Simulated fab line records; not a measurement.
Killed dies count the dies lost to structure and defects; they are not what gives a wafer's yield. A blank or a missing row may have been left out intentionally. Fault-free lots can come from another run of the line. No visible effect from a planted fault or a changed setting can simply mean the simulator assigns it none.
A struck lot beside a sound one | flow sky130 | 17 out of 708 route steps
Sound: the wafers L294.3, L294.4, L294.5. The struck wafers were L301.1, L301.3, L301.5. The cause is named last.
Each step with rows lists, per side, the tool, then ch with its chambers, then its first start. Under that, the readings that differ: sound wafers | struck wafers | difference of the means | sigmas: that difference in standard deviations of wafers without a fault.
alike: a reading whose means differ by less than 2 such deviations, as well as words and numbers matching on both sides. not compared: withheld readings; readings where some wafer has no value; bounds like >300 that might hide an equal value; numbers whose values overlap and for which the record gives no deviation.
Wherever a step has rows on one side only, a row that says differs or no value, or a row with sigmas, the two part there. Numbers that don't overlap but have no deviation are shown without sigmas and don't part them. Lack of a reading on every wafer of one side parts them only where that side has two or more wafers.

SKY_LI_CONTACT_CMP_02: polishes PSG.
  sound on cmp-01 ch 1,3, day 29 13:09; struck on cmp-01 ch 0,2,3, day 31 11:56
  alike: motorCurrentA, timeToEndpointS
SKY_LI_CONTACT_BOW_MEAS_03:
  sound: filmMetro-03 at day 29 13:26; struck: filmMetro-04 at day 31 12:08
  alike: LI_CONTACT_BOW
then, 8 steps without rows for these wafers: SKY_LI_CONTACT_DEHYDRATE_04 (time 60 s); SKY_LI_CONTACT_HMDS_05 (prime time 60 s); SKY_LI_CONTACT_COAT_06 (resist thk 60 nm); SKY_LI_CONTACT_COAT_07 (resist thk 450 nm); SKY_LI_CONTACT_SOFTBAKE_08 (time 90 s); SKY_LI_CONTACT_EXPOSE_09 (exposes mask LICM1, target cd 170 nm); SKY_LI_CONTACT_PEB_10; SKY_LI_CONTACT_DEVELOP_11 (develop time 60 s).
SKY_LI_CONTACT_CD_MEAS_12: the cd target is 170 nm.
  sound: cdSem-01 at day 30 17:46; struck: cdSem-02 at day 32 16:23
  alike: cdNm
SKY_LI_CONTACT_OVL_MEAS_13:
  sound: overlay-02 at day 30 17:52; struck: overlay-01 at day 32 16:30
  alike: LI_CONTACT_OVL
SKY_LI_CONTACT_ETCH_14: etches BARC in N2/H2, stops on SiO2, time 45.9 s, target depth 60 nm.
  sound on rieDiel-04 ch 0,2,3, day 30 17:54; struck on rieDiel-03 ch 1,2, day 32 16:32
reading                                          | sound                | struck               | difference | sigmas
oesProductAu (a.u.)                              | 0.852 0.853 0.859    | 0.997 1.009 1.014    | +0.152     | +34
runLengthS (s)                                   | 75.0 73.2 74.7       | 47.0 47.1 47.2       | -27.2      | -78
throttleValvePct (%)                             | 13.209 13.200 13.233 | 13.238 13.244 13.249 | +0.030     | +3
model.etch.depthNm (nm)                          | 59.79 59.81 59.96    | 32.18 32.94 32.77    | -27.22     | 
model.KrF-thick_of_LI_CONTACT_COAT_07.thkNm (nm) | 390.9 392.9 391.7    | 416.3 416.1 416.4    | +24.4      | 
model.LI_CONTACT.cdNm (nm)                       | 171.3 170.9 170.4    | 167.5 167.6 166.3    | -3.7       | 
  alike: drypumpMotorCurrentA
  not compared: rfHoursCounterH
SKY_LI_CONTACT_ETCH_15: etches PSG in C4F8/O2/Ar, stops on Si, target depth 600 nm.
  sound on rieDiel-04 ch 0,2,3, day 30 17:56; struck on rieDiel-03 ch 1,2, day 32 16:36
reading                                          | sound             | struck            | difference | sigmas
model.KrF-thick_of_LI_CONTACT_COAT_07.thkNm (nm) | 227.2 232.5 228.4 | 255.2 251.5 253   | +23.9      | 
model.LI_CONTACT.cdNm (nm)                       | 171.4 170.5 170.4 | 167.9 167.5 165.8 | -3.7       | 
  alike: oesProductAu
SKY_LI_CONTACT_STRIP_16: strips in O2/N2.
  sound on plasmaAsher-03 ch 0,1, day 30 18:04; struck on plasmaAsher-04 ch 0,1, day 32 16:43
reading                  | sound             | struck            | difference | sigmas
oesProductAu (a.u.)      | 0.374 0.385 0.373 | 0.388 0.386 0.390 | +0.011     | +2
stripTimeToEndpointS (s) | 3.450 3.502 3.451 | 3.744 3.720 3.718 | +0.260     | +10
  alike: drypumpMotorCurrentA
  not compared: rfHoursCounterH
then, 1 step without rows for these wafers: SKY_LI_CONTACT_CLEAN_17 (cleans in NMP, time 600 s).
-- record jumps: 16 days separate the struck wafers' starts on either side; left off in module LI_CONTACT, taken up again in module PAD_OPEN, whose first shown step is the route's number 708 --
SKY_PAD_OPEN_PROBE_99:
  sound: prober-02 at day 47 06:02; struck: prober-02 at day 48 09:55
reading                             | sound             | struck            | difference | sigmas
model.etest.liconPdiff.rcOhm        | 555.7 564.4 571.9 | 657.4 616.8 667.9 | +83.4      | 
model.etest.liconHighPo.rcOhm       | 340.3 329.8 351.6 | 396 376.4 390.2   | +47        | 
model.etest.liconNdiff.rcOhm        | 172.3 178.8 181.1 | 211.3 209.9 208.2 | +32.4      | 
model.etest.sonosUncharged.rOnOhmUm | 811.1 815 810.4   | 822.7 829.9 833.1 | +16.4      | 
model.etest.liconPoly.rcOhm         | 146 155.5 147.4   | 167.4 163.7 171.9 | +18.0      | 
model.etest.resPoly.widthNm (nm)    | 93.98 93.5 93.51  | 88.23 90.2 89.62  | -4.31      | 
model.etest.resHighPo.widthNm (nm)  | 349.2 348.8 347.8 | 344.1 345.1 346.2 | -3.5       | 
model.etest.resXhighPo.widthNm (nm) | 349.4 350.3 348.2 | 343.6 345.5 345.2 | -4.5       | 
  alike: killed_at_M0_to_M3, killed_at_M4_up, killedAtContacts, killedAtFrontEnd, killedAtOther, killedDies, killedOpen, killedShort

WHERE THEY PART
Earliest at SKY_LI_CONTACT_ETCH_14; latest, in this record, at SKY_LI_CONTACT_STRIP_16. Later steps at which nothing parts them and some readings are alike: SKY_PAD_OPEN_PROBE_99.

WHY: what the simulator had put in
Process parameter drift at SKY_LI_CONTACT_ETCH_14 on rieDiel-03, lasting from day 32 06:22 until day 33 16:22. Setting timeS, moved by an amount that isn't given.
